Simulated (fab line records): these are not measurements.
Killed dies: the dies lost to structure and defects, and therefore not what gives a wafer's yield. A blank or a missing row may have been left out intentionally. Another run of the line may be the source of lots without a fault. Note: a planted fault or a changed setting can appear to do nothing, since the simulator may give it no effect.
One fault through the eyes of 2 desks    flow gf180mcu    what lay behind the numbers comes last; until then each desk has only its own

## AT THE TOOL OWNER'S DESK: litho_track-03
The tool's own readings at GF_NSD_COAT_02 (resist thk 1000 nm): means of the sampled wafers that have a number, for each lot that ran on this tool. Marked OUT: a lot whose mean sits more than 4 standard deviations from the usual mean, which makes it out of limits; the brackets give that distance.
Columns: A = spin_speed_rpm at GF_NSD_COAT_02, usual 3000.1 rpm
lot   first seen here  A
L122  day 13 19:11     2999.7
L125  day 14 14:37     3001.5
L127  day 15 05:14     3001.2
L134  day 17 18:17     2883.3 (-65) OUT
L136  day 18 09:47     2881.8 (-66) OUT
Finding of this desk: L134, L136 out of limits; the first was L134 at day 17 18:17, on spin_speed_rpm at GF_NSD_COAT_02. In limits: L122, L125, L127.

## FROM THE METROLOGY DESK
Lot by lot, what the gauges showed, no matter which tool ran the lot: averages of those sampled wafers that carry a number. Marked OUT: a lot whose mean sits more than 4 standard deviations from the usual mean, which makes it out of limits; the brackets give that distance.
Columns: A = STI_CVD_03_THK at GF_STI_THK_MEAS_04, usual 207.4 nm; B = VT_IMPLANT_03_OVL at GF_VT_IMPLANT_OVL_MEAS_40, usual 0.0 nm; C = POLY_GATE_OXIDATION_THK at GF_POLY_GATE_THK_MEAS_17, usual 4.02 nm
lot   first seen here  A      B     C
L120  day 1 14:32      208.9  -0.2  4.05
L121  day 1 19:35      206.8  0.9   4.00
L122  day 2 01:36      207.8  -0.9  3.86
L123  day 2 09:46      209.6  -1.2  4.13
L124  day 2 09:46      209.4  1.8   4.14
L125  day 2 18:02      207.8  0.0   4.03
L127  day 3 03:26      203.8  1.2   4.08
L134  day 4 12:13      206.4  -1.4  4.01
L136  day 4 21:34      208.3  -0.4  4.01
L139  day 5 12:35      207.5  1.3   4.04
L142  day 6 08:09      206.4  -0.8  4.05
L143  day 6 14:39      207.7  -0.2  4.05
Result from this desk: across the 12 lots, nothing is out of limits.

## TAKEN TOGETHER
The tool owner's desk could have raised an alarm at day 17 18:17, on L134, L136.
At the metrology desk, nothing out of limits was observed.
The metrology desk has L134, L136 on record, within its limits.
GF_NSD_COAT_02 was run on litho_track-03 by each of the lots named.

## WHAT HAD BEEN PUT IN BY THE SIMULATOR
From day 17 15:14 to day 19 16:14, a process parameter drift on litho_track-03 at GF_NSD_COAT_02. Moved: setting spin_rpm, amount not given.
Lots struck among those shown: L134, L136.
How many hours passed from the start of the fault until each desk's first out-of-limits reading: the tool owner's desk, 3.
